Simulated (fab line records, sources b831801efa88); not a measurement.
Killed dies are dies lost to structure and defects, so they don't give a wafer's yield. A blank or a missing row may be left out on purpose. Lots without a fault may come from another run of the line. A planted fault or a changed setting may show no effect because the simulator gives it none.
Which tool did it? | flow gf180mcu | 11 lots, 33 wafers sampled, at 5 steps of a route of 602

WHAT THE GAUGES READ, wafer by wafer
GF_V3_THK_MEAS_01. Usual: V3_CVD_00_THK 602 nm, standard deviation 7.
lot  | measured     | on            | V3_CVD_00_THK (nm) | flag
L863 | day 21 06:38 | film_metro-01 | 598 595 591        |
L868 | day 23 05:25 | film_metro-02 | 616 607 608        |
L869 | day 23 14:44 | film_metro-03 | 605 605 608        |
L870 | day 24 01:13 | film_metro-03 | 593 593 601        |
L872 | day 24 18:16 | film_metro-01 | 597 600 602        |
L873 | day 25 01:02 | film_metro-03 | 610 604 611        |
L874 | day 25 05:42 | film_metro-01 | 609 600 606        |
L875 | day 25 14:00 | film_metro-01 | 604 597 584        |
L883 | day 28 01:40 | film_metro-03 | 602 599 598        |
L884 | day 28 08:34 | film_metro-03 | 599 607 611        |
L886 | day 28 23:10 | film_metro-02 | 604 608 606        |

GF_V3_OVL_MEAS_15. Usual: V3_OVL -4 nm, standard deviation 5.8.
lot  | measured     | on         | V3_OVL (nm) | flag
L863 | day 22 06:47 | overlay-01 | 8 0 4       |
L868 | day 24 04:29 | overlay-02 | 0 6 1       |
L869 | day 24 13:04 | overlay-01 | -10 0 -4    |
L870 | day 24 23:20 | overlay-01 | -11 -6 -6   |
L872 | day 25 16:19 | overlay-01 | 2 -6 -6     |
L873 | day 25 22:26 | overlay-01 | -7 -9 -1    |
L874 | day 26 03:32 | overlay-02 | -11 -9 0    |
L875 | day 26 11:34 | overlay-02 | -3 0 -2     |
L883 | day 28 20:43 | overlay-02 | 3 -4 -1     |
L884 | day 29 03:43 | overlay-02 | -9 -5 -2    |
L886 | day 29 18:30 | overlay-02 | -7 -11 -5   |

GF_V3_RS_MEAS_24: measures by four-point-probe. Usual: V3_W_RS 0.327 ohm/sq, standard deviation 0.0036.
lot  | measured     | on            | V3_W_RS (ohm/sq)  | flag
L863 | day 22 07:42 | film_metro-03 | 0.335 0.332 0.331 |
L868 | day 24 05:25 | film_metro-01 | 0.327 0.327 0.329 |
L869 | day 24 13:59 | film_metro-01 | 0.330 0.327 0.325 |
L870 | day 25 00:15 | film_metro-01 | 0.326 0.325 0.322 |
L872 | day 25 17:14 | film_metro-01 | 0.330 0.324 0.330 |
L873 | day 25 23:23 | film_metro-03 | 0.324 0.221 0.324 | OFF
L874 | day 26 04:29 | film_metro-01 | 0.224 0.329 0.224 | OFF
L875 | day 26 12:29 | film_metro-03 | 0.322 0.223 0.324 | OFF
L883 | day 28 21:38 | film_metro-03 | 0.327 0.327 0.326 |
L884 | day 29 04:38 | film_metro-02 | 0.329 0.330 0.330 |
L886 | day 29 19:25 | film_metro-02 | 0.327 0.329 0.327 |

GF_V3_THK_MEAS_25: measures by xrf. Usual: V3_W_THK 356 nm, standard deviation 5.5.
lot  | measured     | on            | V3_W_THK (nm) | flag
L863 | day 22 07:49 | film_metro-03 | 340 343 347   |
L868 | day 24 05:31 | film_metro-01 | 354 356 353   |
L869 | day 24 14:07 | film_metro-01 | 351 354 356   |
L870 | day 25 00:22 | film_metro-01 | 358 357 362   |
L872 | day 25 17:22 | film_metro-01 | 350 363 355   |
L873 | day 25 23:30 | film_metro-03 | 357 522 354   | OFF
L874 | day 26 04:35 | film_metro-01 | 527 358 533   | OFF
L875 | day 26 12:36 | film_metro-03 | 354 515 354   | OFF
L883 | day 28 21:45 | film_metro-03 | 355 355 353   |
L884 | day 29 04:45 | film_metro-02 | 356 355 354   |
L886 | day 29 19:32 | film_metro-02 | 357 358 359   |

WHICH TOOL RAN EACH LOT (tool, then ch and the chambers of the sampled wafers, then the start)
lot  | GF_V3_CVD_23
L863 | cvd_w-02 ch 0,1, day 22 07:34
L868 | cvd_w-01 ch 0,1, day 24 05:17
L869 | cvd_w-01 ch 0,1, day 24 13:52
L870 | cvd_w-01 ch 0,1, day 25 00:08
L872 | cvd_w-01 ch 0,1, day 25 17:07
L873 | cvd_w-01 ch 0,1, day 25 23:16
L874 | cvd_w-01 ch 0,1, day 26 04:22
L875 | cvd_w-01 ch 0,1, day 26 12:22
L883 | cvd_w-01 ch 0,1, day 28 21:31
L884 | cvd_w-02 ch 1, day 29 04:31
L886 | cvd_w-01 ch 0,1, day 29 19:17
- GF_V3_CVD_23: deposits W, target thk 350 nm, time 104.9 s.

WHAT THE TOOLS THEMSELVES READ (means of the sampled wafers that have a number; where no wafer has one, the mark that the record gives instead)
GF_V3_CVD_23. Usual: heater_power_w 798 W, standard deviation 99.
lot  | tool     | heater_power_w (W) | flag
L863 | cvd_w-02 | 861                |
L868 | cvd_w-01 | 759                |
L869 | cvd_w-01 | 814                |
L870 | cvd_w-01 | 752                |
L872 | cvd_w-01 | 744                |
L873 | cvd_w-01 | 752                |
L874 | cvd_w-01 | 745                |
L875 | cvd_w-01 | 752                |
L883 | cvd_w-01 | 819                |
L884 | cvd_w-02 | 905                |
L886 | cvd_w-01 | 741                |

THE ANSWER, worked out from the rows above alone
Rule: a lot is off if the mean of its wafers that have a number lies more than 3 standard deviations from the usual mean. A lot without any number at a reading at which 4 lots or more have one is off too. The other lots that the step has rows for count as sound. The gauges are gone through in route order, then the tools' own readings, and for those a lot's mean is taken as printed above. The first step at which some lot is off is used, and at that step the reading that is off furthest; a lot without a number counts as furthest.
Off: L873, L874, L875, at GF_V3_RS_MEAS_24 (V3_W_RS).
A tool fits if, at a process step before that reading, it ran every lot that is off, and no sound lot after the first of them. The gauges at GF_V3_RS_MEAS_24 are tried like those tools. None of those tried fits.

WHAT THE SIMULATOR HAD PUT IN
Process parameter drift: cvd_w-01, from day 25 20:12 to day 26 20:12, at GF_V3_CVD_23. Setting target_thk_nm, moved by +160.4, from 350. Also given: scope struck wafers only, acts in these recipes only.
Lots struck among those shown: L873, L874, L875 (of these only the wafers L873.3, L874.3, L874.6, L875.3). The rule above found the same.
